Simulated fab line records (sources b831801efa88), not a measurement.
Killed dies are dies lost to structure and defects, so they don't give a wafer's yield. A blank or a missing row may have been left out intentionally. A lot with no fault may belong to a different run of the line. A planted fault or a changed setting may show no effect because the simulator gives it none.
Which of the tools did it? / flow sky130 / 18 wafers from 6 lots sampled at 3 of the route's 708 steps

== WHAT THE GAUGES READ, wafer by wafer ==
SKY_VIA1_THK_MEAS_23: measures by xrf.
lot=L782; measured=day 35 20:03; on=film metro-02; VIA1_W_THK (nm)=276 278 273
lot=L785; measured=day 36 03:18; on=film metro-01; VIA1_W_THK (nm)=273 281 284
lot=L789; measured=day 37 13:23; on=film metro-04; VIA1_W_THK (nm)=273 273 268
lot=L796; measured=day 39 09:38; on=film metro-02; VIA1_W_THK (nm)=273 268 269
lot=L798; measured=day 40 04:38; on=film metro-01; VIA1_W_THK (nm)=271 274 269
lot=L800; measured=day 40 14:08; on=film metro-04; VIA1_W_THK (nm)=271 274 278

== EACH LOT AND THE TOOL THAT RAN IT (in order: tool; ch and the chambers of the sampled wafers; start) ==
lot=L782; SKY_PWDE_EXPOSE_04=iline stepper-02 ch 0, day 4 11:10; SKY_VIA1_CVD_21=cvd w-01 ch 0,1, day 35 19:50
lot=L785; SKY_PWDE_EXPOSE_04=iline stepper-02 ch 0, day 4 23:01; SKY_VIA1_CVD_21=cvd w-02 ch 0,1, day 36 03:05
lot=L789; SKY_PWDE_EXPOSE_04=iline stepper-01 ch 0, day 6 05:03; SKY_VIA1_CVD_21=cvd w-01 ch 0,1, day 37 13:10
lot=L796; SKY_PWDE_EXPOSE_04=iline stepper-02 ch 0, day 7 12:53; SKY_VIA1_CVD_21=cvd w-02 ch 0,1, day 39 09:25
lot=L798; SKY_PWDE_EXPOSE_04=iline stepper-02 ch 0, day 8 03:58; SKY_VIA1_CVD_21=cvd w-02 ch 0,1, day 40 04:25
lot=L800; SKY_PWDE_EXPOSE_04=iline stepper-02 ch 0, day 8 12:36; SKY_VIA1_CVD_21=cvd w-01 ch 0,1, day 40 13:55
- SKY_PWDE_EXPOSE_04: exposes mask PWDEM, target cd 840 nm.
- SKY_VIA1_CVD_21: deposits W, target thk 270 nm, time 80.902 s.

== THE ANSWER, worked out from the rows above alone ==
Rule: usual is defined by the lots themselves. Put in order of their means at a reading, lots are off if they are a third of the lots or fewer, leave a main group of 4 or more, and stand apart from it by a gap of 3 or more times the standard deviation of the main group's means; of several such gaps the widest counts. If all means in a main group match to the digits the tables above print for the reading, that group is not used. Also off: a lot with no number at a reading for which 4 or more lots have one. Any other lot the step has rows for is counted as sound.
None of the lots is off at any reading shown; this tells nothing.

== WHAT WAS PUT IN BY THE SIMULATOR ==
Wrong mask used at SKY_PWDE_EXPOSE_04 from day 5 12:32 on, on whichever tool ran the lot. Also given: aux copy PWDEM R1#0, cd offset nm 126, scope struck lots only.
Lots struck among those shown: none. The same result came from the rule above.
